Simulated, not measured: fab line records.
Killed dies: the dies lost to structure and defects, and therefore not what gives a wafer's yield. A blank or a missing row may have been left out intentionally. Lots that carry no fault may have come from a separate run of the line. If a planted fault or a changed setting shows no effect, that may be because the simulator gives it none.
fab line records	flow sky130
record: lots: 7	wafers: 21	last-day: 50
route steps=708 shown METAL4@602 CAP2M@603
lots that met no fault: taken from a fault-free run of the same line
start-h: hours from the record's first day to the start of the lot's first wafer shown	wait-h: how many hours have passed since the lot's step before this one	" as in the row above	L1.1+2: several wafers, shown together as one row	- value missing, or start not given	* or withheld: withheld	< > ~ a bound
route shown NAME@n: NAME is a module with steps in the file, n the number in the route of the first one	usual: mean/standard deviation taken from wafers without a fault	same: alike in all rows	chamber/n: place in a boat	sites: readings site by site	_std_site: the values' standard deviation	_edge_site: outer sites' mean less inner sites'	radius-mm: for every site, how far away it sits from the centre of the wafer	mask NAME#n: copy n	behind: the last tool/chamber to shape the wafer	hold: cause of the lot's hold/its duration in hours/its outcome	device: names the non-switching transistor (n, p or np)	end of line: the same wafers' tests at the end of the route	for a step that has no rows: nothing shown but its recipe	killed: dies lost to structure and defects at the first sort, not the wafer's yield	map: dies across one wafer; x = killed, . = not, _ = none there
set.NAME: the run value of the setting; set.NAME@STEP: its run value at that earlier step	model.NAME: the simulator's own value behind a step, which no gauge read
certain route steps with their lots: each step a table, each wafer a row
services: the hour from which a tool's chamber was out of use, counted from the record's first day as start-h (under 0 if before that day), plus the number of hours and why
== steps ==
step: SKY_METAL4_SPUTTER_04
recipe: material: TiN	target-thk-nm: 70	power-w: 6500	time-s: 58.3	chamber-pressure-pa: 0.4
usual: throttle-valve-pct: 29.7/1.2
lot.wafer	tool	chamber	start-h	wait-h	throttle-valve-pct
L501.2	pvd-sputter-01	-	930.24	0.0	30.4
L501.3	"	-	"	"	27.6
L501.6	"	-	"	"	27.6
L508.3	pvd-sputter-01	-	982.78	0.0	30.5
L508.4	"	-	"	"	27.7
L508.5	"	-	"	"	31.5
L509.2	pvd-sputter-03	-	986.44	0.0	29.7
L509.3	"	-	"	"	29.5
L509.5	"	-	"	"	29.8
L510.2	pvd-sputter-01	-	994.57	0.0	30.3
L510.4	"	-	"	"	31.6
L510.6	"	-	"	"	30.2
L514.1	pvd-sputter-01	-	1029.52	0.0	31.3
L514.3	"	-	"	"	29.8
L514.4	"	-	"	"	27.7
L521.3	pvd-sputter-03	-	1066.95	0.0	29.3
L521.5	"	-	"	"	29.8
L521.6	"	-	"	"	29.7
L523.1	pvd-sputter-02	-	1080.51	0.0	29.8
L523.3	"	-	"	"	27.9
L523.5	"	-	"	"	29.9
step: SKY_CAP2M_CVD_00
recipe: material: SiO2	target-thk-nm: 15.5	temp-c: 400	time-s: withheld	rf-w: 450
usual: heater-power-outer-w: 407/73	heater-power-w: 678/95	rf-fwd-power-W: 442.4/2.4
lot.wafer	tool	chamber	start-h	wait-h	heater-power-outer-w	heater-power-w	rf-fwd-power-W
L501.2	pecvd-03	1	930.28	0.0	399	686	438.6
L501.3	"	2	"	"	304	581	440.9
L501.6	"	1	"	"	397	696	437.2
L508.3	pecvd-01	0	982.82	0.0	376	617	440.5
L508.4	"	1	"	"	516	815	437.7
L508.5	"	0	"	"	383	622	441.9
L509.2	pecvd-04	1	986.49	0.0	292	537	444.1
L509.3	"	2	"	"	361	626	443.9
L509.5	"	1	"	"	298	535	444.8
L510.2	pecvd-04	2	994.62	0.0	355	623	442.9
L510.4	"	2	"	"	344	614	442.6
L510.6	"	1	"	"	356	605	444.9
L514.1	pecvd-01	2	1029.57	0.0	399	683	443.0
L514.3	"	1	"	"	500	744	440.8
L514.4	"	0	"	"	444	702	439.6
L521.3	pecvd-04	2	1067.00	0.0	366	625	442.0
L521.5	"	2	"	"	361	611	445.0
L521.6	"	1	"	"	340	609	444.9
L523.1	pecvd-04	2	1080.56	0.0	372	654	439.4
L523.3	"	0	"	"	443	695	441.8
L523.5	"	2	"	"	382	664	440.0
step: SKY_CAP2M_THK_MEAS_01
recipe: reads: SiO2_of_CAP2M_CVD_00
usual: CAP2M_CVD_00_THK: 15.45/0.2
lot.wafer	tool	chamber	start-h	wait-h	CAP2M_CVD_00_THK[nm]
L501.2	film-metro-04	-	930.32	-	15.06
L501.3	"	-	"	"	15.21
L501.6	"	-	"	"	15.49
L508.3	film-metro-04	-	982.87	-	15.36
L508.4	"	-	"	"	15.59
L508.5	"	-	"	"	15.59
L509.2	film-metro-03	-	986.52	-	15.44
L509.3	"	-	"	"	15.46
L509.5	"	-	"	"	15.74
L510.2	film-metro-04	-	994.65	-	15.05
L510.4	"	-	"	"	15.26
L510.6	"	-	"	"	15.68
L514.1	film-metro-04	-	1029.59	-	15.38
L514.3	"	-	"	"	15.29
L514.4	"	-	"	"	15.55
L521.3	film-metro-03	-	1067.04	-	15.32
L521.5	"	-	"	"	15.72
L521.6	"	-	"	"	15.64
L523.1	film-metro-01	-	1080.58	-	15.16
L523.3	"	-	"	"	15.07
L523.5	"	-	"	"	15.51
step: SKY_CAP2M_SPUTTER_02
recipe: material: TiN	target-thk-nm: 200	temp-c: 300	power-w: 6500	time-s: 166.7	chamber-pressure-pa: 0.4
usual: substrate-temp-c: 300.00/0.19	throttle-valve-pct: 30.1/1.1
lot.wafer	tool	chamber	start-h	wait-h	substrate-temp-c	throttle-valve-pct
L501.2	pvd-sputter-04	-	930.37	0.0	300.05	30.7
L501.3	"	-	"	"	299.94	30.7
L501.6	"	-	"	"	299.69	30.6
L508.3	pvd-sputter-04	-	982.91	0.0	299.84	30.7
L508.4	"	-	"	"	299.73	30.9
L508.5	"	-	"	"	300.25	30.6
L509.2	pvd-sputter-01	-	986.57	0.0	300.12	30.2
L509.3	"	-	"	"	299.77	29.8
L509.5	"	-	"	"	299.85	31.5
L510.2	pvd-sputter-04	-	994.70	0.0	300.12	30.7
L510.4	"	-	"	"	300.16	28.6
L510.6	"	-	"	"	300.21	30.7
L514.1	pvd-sputter-04	-	1029.65	0.1	300.25	30.7
L514.3	"	-	"	"	299.96	28.7
L514.4	"	-	"	"	299.71	30.6
L521.3	pvd-sputter-04	-	1067.08	0.0	300.08	31.4
L521.5	"	-	"	"	299.95	30.9
L521.6	"	-	"	"	300.22	30.7
L523.1	pvd-sputter-01	-	1080.64	0.1	299.83	31.4
L523.3	"	-	"	"	300.23	27.5
L523.5	"	-	"	"	299.99	31.5
step: SKY_CAP2M_RS_MEAS_03
recipe: thk-meas-gauge: four-point-probe	reads: TiN_of_CAP2M_SPUTTER_02
usual: CAP2M_TIN_RS: 6.93/0.067
lot.wafer	tool	chamber	start-h	wait-h	CAP2M_TIN_RS[ohm/sq]
L501.2	film-metro-03	-	930.50	0.1	6.95
L501.3	"	-	"	"	7.04
L501.6	"	-	"	"	7.01
L508.3	film-metro-04	-	983.06	0.1	7.01
L508.4	"	-	"	"	6.92
L508.5	"	-	"	"	7.04
L509.2	film-metro-01	-	986.70	0.1	6.92
L509.3	"	-	"	"	6.92
L509.5	"	-	"	"	6.90
L510.2	film-metro-03	-	994.83	0.1	6.96
L510.4	"	-	"	"	6.92
L510.6	"	-	"	"	7.01
L514.1	film-metro-04	-	1029.80	0.1	6.97
L514.3	"	-	"	"	6.95
L514.4	"	-	"	"	6.99
L521.3	film-metro-01	-	1067.23	0.1	6.96
L521.5	"	-	"	"	7.08
L521.6	"	-	"	"	6.99
L523.1	film-metro-04	-	1080.75	0.1	6.94
L523.3	"	-	"	"	6.93
L523.5	"	-	"	"	6.93
step: SKY_CAP2M_THK_MEAS_04
recipe: thk-meas-gauge: xrf	reads: TiN_of_CAP2M_SPUTTER_02
usual: CAP2M_TIN_THK: 202.7/2.1
lot.wafer	tool	chamber	start-h	wait-h	CAP2M_TIN_THK[nm]
L501.2	film-metro-03	-	930.61	0.1	203.0
L501.3	"	-	"	"	200.4
L501.6	"	-	"	"	201.0
L508.3	film-metro-04	-	983.16	0.1	200.6
L508.4	"	-	"	"	203.4
L508.5	"	-	"	"	199.8
L509.2	film-metro-01	-	986.81	0.1	201.1
L509.3	"	-	"	"	201.0
L509.5	"	-	"	"	202.5
L510.2	film-metro-03	-	994.94	0.1	202.0
L510.4	"	-	"	"	202.5
L510.6	"	-	"	"	199.4
L514.1	film-metro-04	-	1029.92	0.1	201.3
L514.3	"	-	"	"	202.4
L514.4	"	-	"	"	201.4
L521.3	film-metro-01	-	1067.33	0.1	201.3
L521.5	"	-	"	"	198.6
L521.6	"	-	"	"	200.0
L523.1	film-metro-04	-	1080.87	0.1	202.5
L523.3	"	-	"	"	203.9
L523.5	"	-	"	"	203.2
step: SKY_CAP2M_DEHYDRATE_05
recipe: temp-c: 200	time-s: 60
step: SKY_CAP2M_HMDS_06
recipe: prime-time-s: 60	prime-temp-c: 120
step: SKY_CAP2M_COAT_07
recipe: resist: NOVOLAK	spin-rpm: 3000	resist-thk-nm: 1140
step: SKY_CAP2M_SOFTBAKE_08
recipe: temp-c: 90	time-s: 60	resist: NOVOLAK
step: SKY_CAP2M_EXPOSE_09
recipe: mask-id: CAP2M	na: 0.6	source-shape: conventional	sigma-outer: 0.6	polarization: unpolarized	target-cd-nm: 1000	dose-mj: 159
step: SKY_CAP2M_PEB_10
recipe: temp-c: withheld	time-s: *	resist: NOVOLAK
step: SKY_CAP2M_DEVELOP_11
recipe: resist: NOVOLAK	developer: TMAH	develop-time-s: 60	dev-temp-c: 23
usual: chill-plate-temp-C: 23.05/0.11	develop-time-s: 60/0	exhaust-pa: 44.9/0.96
lot.wafer	tool	chamber	start-h	wait-h	chill-plate-temp-C	develop-time-s	exhaust-pa
L501.2	litho-track-04	0	954.66	0.1	23.15	60	46.9
L501.3	"	0	"	"	23.02	60	46.3
L501.6	"	0	"	"	23.19	60	46.9
L508.3	litho-track-02	-	1006.09	0.1	-	-	-
L508.4	"	-	"	"	-	-	-
L508.5	"	-	"	"	-	-	-
L509.2	litho-track-04	-	1009.86	0.1	-	-	-
L509.3	"	-	"	"	-	-	-
L509.5	"	-	"	"	-	-	-
L510.2	litho-track-03	-	1017.41	0.1	-	-	-
L510.4	"	-	"	"	-	-	-
L510.6	"	-	"	"	-	-	-
L514.1	litho-track-03	0	1052.73	0.1	23.32	60	43.9
L514.3	"	0	"	"	23.07	60	44.4
L514.4	"	0	"	"	23.18	60	43.9
L521.3	litho-track-03	0	1087.38	0.1	23.09	60	45.4
L521.5	"	0	"	"	23.08	60	46.6
L521.6	"	0	"	"	23.00	60	45.7
L523.1	litho-track-04	0	1100.84	0.1	22.82	60	45.8
L523.3	"	0	"	"	22.96	60	45.0
L523.5	"	0	"	"	23.03	60	43.8
step: SKY_CAP2M_OVL_MEAS_12
usual: CAP2M_OVL: 0.6/1.4
lot.wafer	tool	chamber	start-h	wait-h	CAP2M_OVL[nm]
L501.2	overlay-01	-	954.79	0.1	0.5
L501.3	"	-	"	"	0.5
L501.6	"	-	"	"	-0.3
L508.3	overlay-02	-	1006.20	0.1	-
L508.4	"	-	"	"	-
L508.5	"	-	"	"	-
L509.2	overlay-01	-	1009.99	0.1	-
L509.3	"	-	"	"	-
L509.5	"	-	"	"	-
L510.2	overlay-01	-	1017.54	0.1	-
L510.4	"	-	"	"	-
L510.6	"	-	"	"	-
L514.1	overlay-01	-	1052.88	0.1	0.2
L514.3	"	-	"	"	0.3
L514.4	"	-	"	"	1.5
L521.3	overlay-02	-	1087.50	0.1	-0.1
L521.5	"	-	"	"	1.1
L521.6	"	-	"	"	0.9
L523.1	overlay-02	-	1100.99	0.1	-0.5
L523.3	"	-	"	"	-0.5
L523.5	"	-	"	"	-1.8
== services ==
tool	chamber	start-h	hours	kind
pecvd-03	-	910.52	1.2	repair
pecvd-04	1	923.10	8.3	repair
pecvd-04	0	928.31	12.2	repair
pvd-sputter-02	-	967.72	1.6	repair
pecvd-04	2	974.85	5.0	scheduled-down
pvd-sputter-03	-	994.57	1.2	repair
pecvd-01	1	999.38	-	clean
pecvd-01	1	999.38	-	consumable-replace:showerhead
pecvd-01	1	999.38	29.0	scheduled-down
pecvd-01	1	999.38	29.0	vent-cycle
litho-track-03	-	1005.32	-	consumable-replace:filter
pecvd-01	-	1021.31	1.6	repair
pvd-sputter-03	-	1045.94	2.6	repair
pecvd-03	-	1048.29	4.3	pm
pecvd-01	-	1053.19	0.6	repair
pecvd-01	1	1055.58	2.1	scheduled-down
pecvd-04	-	1084.77	1.1	repair
pecvd-01	0	1093.22	2.1	scheduled-down
pecvd-04	1	1099.01	5.5	scheduled-down
== key ==
first-sign: step: SKY_CAP2M_DEVELOP_11	reading: tool-record	direction: missing
effect none on later readings
met-at SKY_CAP2M_DEVELOP_11
struck-wafers L508.3,L508.4,L508.5,L509.2,L509.3,L509.5,L510.2,L510.4,L510.6
later-rows-left-out L508.3,L508.4,L508.5,L509.2,L509.3,L509.5,L510.2,L510.4,L510.6
sort-left-out L508.3,L508.4,L508.5,L509.2,L509.3,L509.5,L510.2,L510.4,L510.6
onset-between 954.66 1006.09
fault: kind: skipped-step-whole	tool: litho-track-02,litho-track-03,litho-track-04	chamber: -	onset-h: 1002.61	steps: SKY_CAP2M_DEVELOP_11	scope: struck-lots-only
sort-left-out: the simulated sort isn't trusted on such a fault, so these wafers' sort isn't shown, and their yield isn't known
later-rows-left-out: the simulator's readings of these wafers behind a module that went badly wrong aren't trusted and aren't shown, but for the sort
